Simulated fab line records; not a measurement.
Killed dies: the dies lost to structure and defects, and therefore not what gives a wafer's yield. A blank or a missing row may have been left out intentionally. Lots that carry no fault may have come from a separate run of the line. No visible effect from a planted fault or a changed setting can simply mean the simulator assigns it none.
fab line records    flow sfq_line
record: lots: 15  wafers: 45  last_day: 80
route steps=325 shown I6@278
lots that met no fault: taken from a fault-free run of the same line
start_h: start of the lot's first displayed wafer, in hours after the record's first day    wait_h: hours from the lot's prior step to this one    " repeats the value in the row above    L1.1+2: a row that stands for several wafers    - no value, or no start given    * or withheld: withheld    < > ~ a bound
route shown NAME@n: a module of which the file shows steps, and the number in the route of the first    usual: mean and standard deviation over wafers with no fault    same: alike in all rows    chamber/n: place in a boat    sites: each site's reading    _std_site: the values' standard deviation    _edge_site: the outer-site mean with the inner-site mean subtracted    radius_mm: for every site, how far away it sits from the centre of the wafer    mask NAME#n: copy n    behind: the most recent tool/chamber to have shaped the wafer    hold: the reason the lot was held/the length of the hold in hours/how it ended    device: the transistor (n, p or np) that didn't switch    end of line: at the end of the route, the tests of the same wafers    a step without rows: its recipe alone    killed: dies that structure and defects cost at the first sort, which is not the same as the wafer's yield    map: a wafer's dies, x killed, . not, _ none there
set.NAME: setting as actually run; set.NAME@STEP: the setting as run at that earlier step    model.NAME: the simulator's own value behind a step, which no gauge read
a sample of lots followed through the steps of the route, with each step as a table and each wafer as a row
services: a tool's chamber out of use, with start hour (start_h, from the record's first day; less than 0 if before it), hours out, and reason
== steps ==
step: SFQ_TRILAYER_I6_VIA_ETCH_VIA_ETCH_172
recipe: target: SiO2  stop_on: Nb  mask_material: PR  taper_deg: 20  chemistry: CHF3  target_depth_nm: 260  source_w: 500  bias_w: 80  pressure_mtorr: 30  time_s: withheld
usual: drypump_motor_current_A: 5.8/0.4  oes_product_au: 0.854/0.005  rf_fwd_power_W: 498.0/1.5
lot.wafer  tool         chamber  start_h  wait_h  drypump_motor_current_A  oes_product_au  rf_fwd_power_W
L161.1     rie_diel-04  3        1557.65  0.0     5.3                      0.863           498.8
L161.3     "            0        "        "       5.7                      0.852           500.0
L161.4     "            2        "        "       6.0                      0.860           495.9
L162.1     rie_diel-01  3        1562.45  0.0     6.2                      0.858           497.4
L162.5     "            1        "        "       5.8                      0.850           496.9
L162.6     "            0        "        "       5.6                      0.853           497.0
L163.2     rie_diel-03  0        1564.85  0.0     4.8                      0.850           496.9
L163.3     "            2        "        "       5.7                      0.850           499.2
L163.4     "            1        "        "       5.4                      0.861           499.2
L164.1     rie_diel-04  2        1566.40  0.0     6.0                      0.850           500.1
L164.2     "            0        "        "       5.7                      0.862           498.1
L164.5     "            0        "        "       5.7                      0.854           500.6
L165.4     rie_diel-03  3        1575.40  0.0     5.8                      0.858           500.4
L165.5     "            2        "        "       5.7                      0.859           499.8
L165.6     "            3        "        "       5.9                      0.856           499.1
L166.3     rie_diel-03  3        1578.61  0.0     5.8                      0.857           495.5
L166.4     "            0        "        "       4.7                      0.856           498.8
L166.6     "            1        "        "       5.4                      0.860           495.0
L169.3     rie_diel-03  2        1583.20  0.0     5.7                      0.853           497.6
L169.4     "            3        "        "       5.9                      0.852           499.3
L169.5     "            2        "        "       5.7                      0.859           496.6
L170.4     rie_diel-04  3        1633.25  0.0     5.3                      0.856           417.8
L170.5     "            3        "        "       5.3                      0.849           417.9
L170.6     "            2        "        "       6.0                      0.859           419.4
L172.1     rie_diel-04  2        1635.65  0.0     6.1                      0.864           417.3
L172.2     "            0        "        "       5.7                      0.848           420.1
L172.4     "            3        "        "       5.3                      0.851           418.1
L173.1     rie_diel-01  1        1643.60  0.0     5.8                      0.859           498.0
L173.3     "            0        "        "       5.5                      0.842           497.9
L173.4     "            2        "        "       5.8                      0.852           497.5
L174.1     rie_diel-04  1        1648.50  0.0     6.6                      0.861           418.0
L174.4     "            2        "        "       6.0                      0.856           417.5
L174.5     "            1        "        "       6.6                      0.849           417.5
L176.2     rie_diel-01  0        1654.50  0.0     5.6                      0.854           495.4
L176.4     "            1        "        "       5.8                      0.846           500.1
L176.6     "            2        "        "       5.8                      0.859           497.8
L181.2     rie_diel-03  3        1679.70  0.0     5.9                      0.861           496.7
L181.4     "            2        "        "       5.7                      0.856           499.1
L181.5     "            1        "        "       5.4                      0.861           496.0
L182.1     rie_diel-01  3        1682.10  0.0     6.2                      0.861           498.1
L182.2     "            2        "        "       5.8                      0.844           495.9
L182.6     "            0        "        "       5.6                      0.850           499.9
L184.1     rie_diel-01  0        1689.30  0.0     5.6                      0.849           496.8
L184.3     "            2        "        "       5.8                      0.849           495.2
L184.5     "            2        "        "       5.8                      0.860           497.3
== services ==
tool         chamber  start_h  hours  kind
rie_diel-03  0        1556.52  8.0    repair
rie_diel-03  1        1600.01  -      clean
rie_diel-03  1        1600.01  -      consumable_replace:esc
rie_diel-03  1        1600.01  21.5   scheduled_down
rie_diel-03  1        1600.01  21.5   vent_cycle
rie_diel-01  -        1610.53  0.6    repair
rie_diel-01  0        1620.70  3.9    repair
rie_diel-03  0        1632.14  -      clean
rie_diel-03  0        1632.14  15.5   scheduled_down
rie_diel-03  0        1632.14  15.5   vent_cycle
rie_diel-04  3        1642.58  6.8    repair
rie_diel-03  -        1659.97  1.6    repair
rie_diel-01  0        1665.31  5.8    repair
== key ==
first_sign: step: SFQ_TRILAYER_I6_VIA_ETCH_VIA_ETCH_172  reading: rf_fwd_power_W  direction: down  sigmas: 52  usual: 498.0  struck: 418.2
effect none on later readings
met_at SFQ_TRILAYER_I6_VIA_ETCH_VIA_ETCH_172
struck_lots L170,L172,L174
onset_between 1566.40 1633.25
fault: kind: process_parameter_drift  tool: rie_diel-04  chamber: -  onset_h: 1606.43  steps: SFQ_TRILAYER_I6_VIA_ETCH_VIA_ETCH_172  channel: source_w  offset: -80  shape: step  end_h: 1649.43  acts_in: these_recipes_only  stated: 500
